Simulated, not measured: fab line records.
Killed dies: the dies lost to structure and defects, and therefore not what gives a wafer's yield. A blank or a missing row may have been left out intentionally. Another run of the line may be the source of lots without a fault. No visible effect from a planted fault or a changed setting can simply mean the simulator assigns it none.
A struck lot beside a sound one ; flow sfq-line ; 17 steps out of a route of 325
Sound: the wafers L290.1, L290.5, L290.6. Wafers L292.3, L292.5, L292.6 were the ones struck. Last of all comes the cause.
Each step with rows lists, per side, the tool, then ch with its chambers, then its first start. Under that, the readings that differ: sound wafers ; struck wafers ; difference of the means ; sigmas: that difference in standard deviations of wafers without a fault.
alike: readings whose means differ by less than 2 such deviations, and words and numbers that are the same on both sides. not compared: withheld readings, readings that some wafer has no value for, bounds like >300 that may hide the same value, and numbers for which the record gives no deviation and whose values overlap.
The two part at a step that has a row with sigmas, a row that says differs or no value, or rows on one side only. Non-overlapping numbers with no deviation appear without sigmas and do not part them. Lack of a reading on every wafer of one side parts them only where that side has two or more wafers.

first, 1 step without rows for these wafers: SFQ_TRILAYER_M5_STRIP_SOLV_CLEAN_128 (cleans in NMP, time 600 s).
SFQ_TRILAYER_A5B_DEP_PECVD_129: deposits SiO2 from SiH4/N2O, time 133.33 s, target thk 600 nm.
  sound on pecvd-01 ch 0,2, day 53 18:07; struck on pecvd-02 ch 0,2, day 54 13:49
  alike: heater-power-w, rf-fwd-power-W, susceptor-temp-C, throttle-valve-pct
SFQ_TRILAYER_A5B_CMP_CMP_130: polishes, stops on Nb, target thk 340.7 nm.
  sound on cmp-01 ch 0,2,3, day 53 19:12; struck on cmp-02 ch 0,1,3, day 54 17:05
  alike: motor-current-A
then, 2 steps without rows for these wafers: SFQ_TRILAYER_A5B_METRO_MEASURE_131; SFQ_TRILAYER_R5_DEP_SPUTTER_132 (material Ti, target thk 5 nm, time 5 s).
SFQ_TRILAYER_R5_DEP_SPUTTER_133: material MoNx, target thk 40 nm, time 66.7 s.
  sound: pvd-sputter-06 at day 53 22:25; struck: pvd-sputter-03 at day 54 19:48
  alike: chamber-pressure-pa, throttle-valve-pct
SFQ_TRILAYER_R5_DEP_SPUTTER_134: material Ti, target thk 5 nm, time 5 s.
  sound: pvd-sputter-06 at day 53 22:29; struck: pvd-sputter-03 at day 54 19:51
  alike: chamber-pressure-pa, throttle-valve-pct
SFQ_R5_RS_MEAS_933: measures by four-point-probe.
  sound: film-metro-04 at day 53 22:30; struck: film-metro-03 at day 54 19:55
  alike: R5_MONX_RS
SFQ_R5_THK_MEAS_934: measures by xrf.
  sound: film-metro-04 at day 53 22:37; struck: film-metro-03 at day 54 20:01
  alike: R5_MONX_THK
then, 3 steps without rows for these wafers: SFQ_TRILAYER_R5_LITHO_COAT_141 (resist thk 62 nm); SFQ_TRILAYER_R5_LITHO_COAT_136 (resist thk 600 nm); SFQ_TRILAYER_R5_LITHO_SOFTBAKE_140.
-- the record jumps here: 5 days lie between the struck wafers' starts before and after --
SFQ_TRILAYER_R5_LITHO_EXPOSE_137: exposes mask R5, target cd 500 nm.
  sound on krf-scanner-02 ch 0, day 59 10:41; struck on krf-scanner-02 ch 0, day 60 05:05
reading;sound;struck;difference;sigmas
model.R5.overlay-x-nm (nm);-6.546 -6.546 -6.546;44.09 44.09 44.09;+50.64;
  alike: mask
then, 2 steps without rows for these wafers: SFQ_TRILAYER_R5_LITHO_PEB_139 (peb time 60 s); SFQ_TRILAYER_R5_LITHO_DEVELOP_138 (time 60 s).
SFQ_R5_OVL_MEAS_935:
  sound: overlay-01 at day 59 12:11; struck: overlay-01 at day 60 06:12
reading;sound;struck;difference;sigmas
R5_OVL (nm);-8 -8 -2;42 37 48;+48;+9
SFQ_TRILAYER_R5_BARC_OPEN_METAL_ETCH_177: etches BARC in O2, target depth 125 nm, time 41.7 s.
  sound on rie-metal-02 ch 0,1, day 59 12:14; struck on rie-metal-04 ch 0,1, day 60 06:15
  alike: drypump-motor-current-A, oes-product-au, rf-fwd-power-W
  not compared: rf-hours-counter-h

## WHERE THEY PART
Only at SFQ_R5_OVL_MEAS_935, as far as this record shows. Later steps at which nothing parts them and some readings are alike: SFQ_TRILAYER_R5_BARC_OPEN_METAL_ETCH_177.

WHY: what the simulator had put in
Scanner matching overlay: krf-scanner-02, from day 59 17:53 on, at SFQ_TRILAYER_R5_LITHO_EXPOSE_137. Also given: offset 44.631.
